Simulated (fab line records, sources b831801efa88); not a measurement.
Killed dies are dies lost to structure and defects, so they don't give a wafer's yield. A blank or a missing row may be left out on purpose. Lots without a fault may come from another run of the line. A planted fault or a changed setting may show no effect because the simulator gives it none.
Chamber matching | flow sky130 | SKY_VIA3_ETCH_14 on rie_diel-02: 4 sister chambers
The step etches BARC in N2/H2, stops on SiO2, time 45.9 s, target depth 60 nm. 7 wafers are shown with their chamber, then 8 later ones without.

WAFERS WITH THEIR CHAMBER
wafer  | chamber | drypump_motor_current_A (A) | oes_product_au (a.u.)
L082.6 | 3       | 5.0                         | 0.852
L086.5 | 1       | 5.0                         | 0.858
L086.6 | 0       | 5.4                         | 0.848
L087.2 | 1       | 5.0                         | 0.860
L087.3 | 2       | 5.9                         | 0.848
L087.6 | 0       | 5.4                         | 0.862
L088.1 | 2       | 6.0                         | 0.860

WAFERS WITHOUT THEIR CHAMBER
wafer  | drypump_motor_current_A (A) | oes_product_au (a.u.)
L088.2 | 5.0                         | 0.851
L088.6 | 5.4                         | 0.855
L094.2 | 6.0                         | 0.849
L094.5 | 5.0                         | 0.863
L094.6 | 5.4                         | 0.856
L096.1 | 5.0                         | 0.847
L096.2 | 6.0                         | 0.856
L096.6 | 6.0                         | 0.855

WHICH CHAMBER EACH WENT THROUGH
wafer  | from the rows above     | in truth
L088.2 | can't be placed: 3 or 1 | 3
L088.6 | 0                       | 0
L094.2 | 2                       | 2
L094.5 | can't be placed: 1 or 3 | 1
L094.6 | 0                       | 0
L096.1 | can't be placed: 3 or 1 | 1
L096.2 | 2                       | 2
L096.6 | 2                       | 2
Placed correctly: 5 of 8. Can't be placed from these rows: 3 (the true chamber is among the candidates in 3). Placed wrongly: 0.
How it was worked out, from the rows above alone: a wafer's distance from a chamber is the root of the sum, over the readings, of the square of ((its reading less the chamber's mean) divided by the reading's scatter). The wafer belongs to the nearest chamber; if the next one is less than 2 further off, it can't be placed. A chamber's mean is the mean of its shown wafers. The scatter: the root of (the sum of the squares of (reading less its chamber's mean) over the shown wafers, divided by (wafers less chambers)).
